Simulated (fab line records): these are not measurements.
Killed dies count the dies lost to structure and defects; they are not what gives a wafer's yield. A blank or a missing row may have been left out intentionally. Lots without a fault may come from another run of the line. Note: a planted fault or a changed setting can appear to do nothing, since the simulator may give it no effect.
Problem report, 8D (eight disciplines) form, completed by code ; flow sky130 ; the parts of the form that need people (team, actions taken, sign-off) are left out

## 1. THE ISSUE
Mean SPACER_CVD_00_THK at SKY_SPACER_THK_MEAS_01: 26.4 nm over 9 wafers in 3 lots; fault-free wafers: 43.4 nm, standard deviation 0.44. Relative to the usual mean, that is a shift of -39 standard deviations.
Earliest sighting: wafer L595.2 on filmMetro-02 at day 27 05:21. The record has a number at this step for 33 wafers belonging to 11 lots. The rule behind "out" and "out of limits": a value lying over 4 standard deviations away from the usual mean. The rest of the wafers with a number are treated as sound.

## 2. WHAT IT IS; WHAT IT IS NOT
question;is;is not
which readings at this step;SPACER_CVD_00_THK;-
which lots;L595, L596, L597;L583, L586, L587, L588, L589, L592, L605, L606
which wafers of those lots;all that have a number;-
read on which gauges;filmMetro-01, filmMetro-02, filmMetro-03;-
when;from day 27 05:21;"up to then (18 sound wafers); but 6 sound wafers of L605, L606 came after"

## 3. THE SUSPECTS, EACH WITH WHAT RULES IT OUT
Counting: a tool at a process step up to the reading stays a suspect if it ran every lot that is out and no sound lot after the first of them.
- the gauge at SKY_SPACER_THK_MEAS_01 is ruled out. The wafers that are out were read on 3 gauges (filmMetro-01, filmMetro-02, filmMetro-03).
- lpcvd-02 at SKY_SPACER_CVD_00 (deposits Si3N4 from DCS/NH3, target thk 43.1 nm, time 740 s): ruled out as a lasting fault. Sound lots L605, L606 ran on it after its first lot that is out, L595 (day 27 04:08).
Left after counting: nothing in the record.

## 4. THE CAUSE (what the simulator had put in)
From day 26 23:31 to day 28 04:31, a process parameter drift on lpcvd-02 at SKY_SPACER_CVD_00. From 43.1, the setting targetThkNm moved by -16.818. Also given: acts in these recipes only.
Counting ruled it out, wrongly: the rule takes a fault to strike every lot that its tool runs from its start on, and this one did not.

## 5. THE CHAIN OF EFFECTS, in route order
Each row: a reading whose mean over the struck wafers that have a number lies more than 3 standard deviations from the usual. Scope: only readings with a usual standard deviation given in the record; hours: median across lots of the time from each lot's start at the first step in this table that gives one to its start at this step; sigmas: change in usual standard deviations.
hours;step;reading;usual;on struck wafers;change;sigmas
0;SKY_SPACER_THK_MEAS_01;SPACER_CVD_00_THK;43.4 nm;26.4;-17.0;-39
3;SKY_SPACER_ETCHBACK_02;oesProductAu;0.858 a.u.;0.668;-0.190;-28
It contains these process steps:
- SKY_SPACER_ETCHBACK_02: etches Si3N4 in CH3F/O2, stops on SiO2, time 46.7 s, target depth 45 nm.
At these later measuring or inspecting steps, every struck wafer for which the step has a row has a number for every such reading, and none has moved that far: SKY_SD_N_OVL_MEAS_08, SKY_CONTACT_THK_MEAS_01.

## 6. HOW IT WOULD HAVE BEEN CAUGHT EARLIER
6 hours passed between the start of the fault at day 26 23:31 and the first reading out of limits at a measuring or inspecting step in this record, taken at day 27 05:21.
